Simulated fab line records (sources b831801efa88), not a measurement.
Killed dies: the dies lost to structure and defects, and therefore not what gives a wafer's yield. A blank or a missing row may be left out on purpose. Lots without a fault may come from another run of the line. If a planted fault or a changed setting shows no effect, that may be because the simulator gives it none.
A struck lot beside a sound one | flow gf180mcu | 20 out of 602 route steps
Sound: these wafers, L947.3, L947.4, L947.6. Wafers L966.1, L966.2, L966.4 were the ones struck. The cause is given at the end.
Order at every step that has rows: each side's tool, ch and its chambers, its first start. Under that, the readings that differ: sound wafers | struck wafers | difference of the means | sigmas: that difference in standard deviations of wafers without a fault.
alike: words and numbers the same on both sides, and readings whose means are apart by under 2 such deviations; not compared: readings that were withheld, readings missing a value for some wafer, numbers with overlapping values and no deviation given by the record, and bounds like >300 which may hide the same value.
A row with sigmas, a row that says differs or no value, or rows on one side alone: a step with any of these is where the two part. Numbers that don't overlap but have no deviation are shown without sigmas and don't part them. A reading that every wafer of one side lacks parts them only if that side has two wafers or more.

first, 1 step without rows for these wafers: GF_V5_CVD_00 (deposits SiO2, target thk 300 nm, time 50 s).
GF_V5_THK_MEAS_01:
  sound: filmMetro-02 at day 26 08:57; struck: filmMetro-02 at day 32 02:19
  alike: V5_CVD_00_THK
GF_V5_CVD_02: deposits SiO2 from TEOS, target thk 1450 nm, time 163.28 s.
  sound on pecvd-01 ch 0,2, day 26 08:59; struck on pecvd-02 ch 0,2, day 32 02:22
  alike: heaterPowerW
GF_V5_THK_MEAS_03:
  sound: filmMetro-01 at day 26 09:07; struck: filmMetro-02 at day 32 02:29
  alike: V5_CVD_02_THK
GF_V5_CMP_04: polishes SiO2.
  sound on cmp-02 ch 2,3, day 26 09:10; struck on cmp-02 ch 0,1,2, day 32 02:47
  alike: motorCurrentA, retainingRingPressureFrac
GF_V5_BOW_MEAS_05:
  sound: filmMetro-02 at day 26 09:30; struck: filmMetro-03 at day 32 03:02
  alike: V5_BOW
then, 6 steps without rows for these wafers: GF_V5_DEHYDRATE_06 (time 60 s); GF_V5_HMDS_07 (prime time 60 s); GF_V5_COAT_08; GF_V5_COAT_09 (resist thk 1000 nm); GF_V5_SOFTBAKE_10 (time 60 s); GF_V5_EXPOSE_11 (exposes mask Via5, target cd 260 nm).
GF_V5_PEB_12: peb time 90 s.
  sound on lithoTrack-01 ch 0, day 27 06:02; struck on lithoTrack-01 ch 0, day 32 19:28
reading               | sound                | struck               | difference | sigmas
heaterPowerTotalW (W) | 85.75 85.65 85.66    | 86.64 86.69 86.76    | +1.01      | +11
plateTempC (C)        | 134.94 134.69 134.89 | 136.40 136.24 136.13 | +1.42      | +11
then, 1 step without rows for these wafers: GF_V5_DEVELOP_13 (develop time 60 s).
GF_V5_CD_MEAS_14: target cd 260 nm.
  sound: cdSem-01 at day 27 06:21; struck: cdSem-01 at day 32 19:49
reading   | sound             | struck            | difference | sigmas
cdNm (nm) | 259.9 260.2 259.6 | 262.4 263.6 262.2 | +2.8       | +2
GF_V5_OVL_MEAS_15:
  sound: overlay-01 at day 27 06:26; struck: overlay-02 at day 32 19:56
  alike: V5_OVL
GF_V5_ETCH_16: etches BARC in N2/H2.
  sound on rieDiel-03 ch 0,2, day 27 06:28; struck on rieDiel-03 ch 0,1,2, day 32 19:58
reading            | sound             | struck          | difference | sigmas
model.V5.cdNm (nm) | 259.4 260.2 259.5 | 263 264.6 262.7 | +4         | 
  alike: drypumpMotorCurrentA, oesProductAu, throttleValvePct
GF_V5_ETCH_17: etches SiO2 in C4F8/O2/Ar, stops on TiN, target depth 855 nm.
  sound: rieDiel-03 ch 0,2; struck: rieDiel-03 ch 0,1,2
reading            | sound           | struck          | difference | sigmas
model.V5.cdNm (nm) | 259 258.8 259.4 | 263.6 264 263.7 | +4.7       | 
  alike: oesProductAu
GF_V5_STRIP_18: strips in O2/N2.
  sound on plasmaAsher-04 ch 0,1, day 27 06:39; struck on plasmaAsher-02 ch 0,1, day 32 20:07
  alike: drypumpMotorCurrentA, heaterPowerW, oesProductAu
  not compared: rfHoursCounterH
then, 1 step without rows for these wafers: GF_PASSIVATION_PROBE_99.

WHERE THEY PART
Last at GF_V5_CD_MEAS_14 as far as this record goes, first at GF_V5_PEB_12. Later steps at which nothing parts them and some readings are alike: GF_V5_OVL_MEAS_15, GF_V5_ETCH_16, GF_V5_ETCH_17, GF_V5_STRIP_18.

WHY: what the simulator had put in
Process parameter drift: lithoTrack-01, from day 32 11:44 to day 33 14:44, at GF_V5_PEB_12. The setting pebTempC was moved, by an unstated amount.
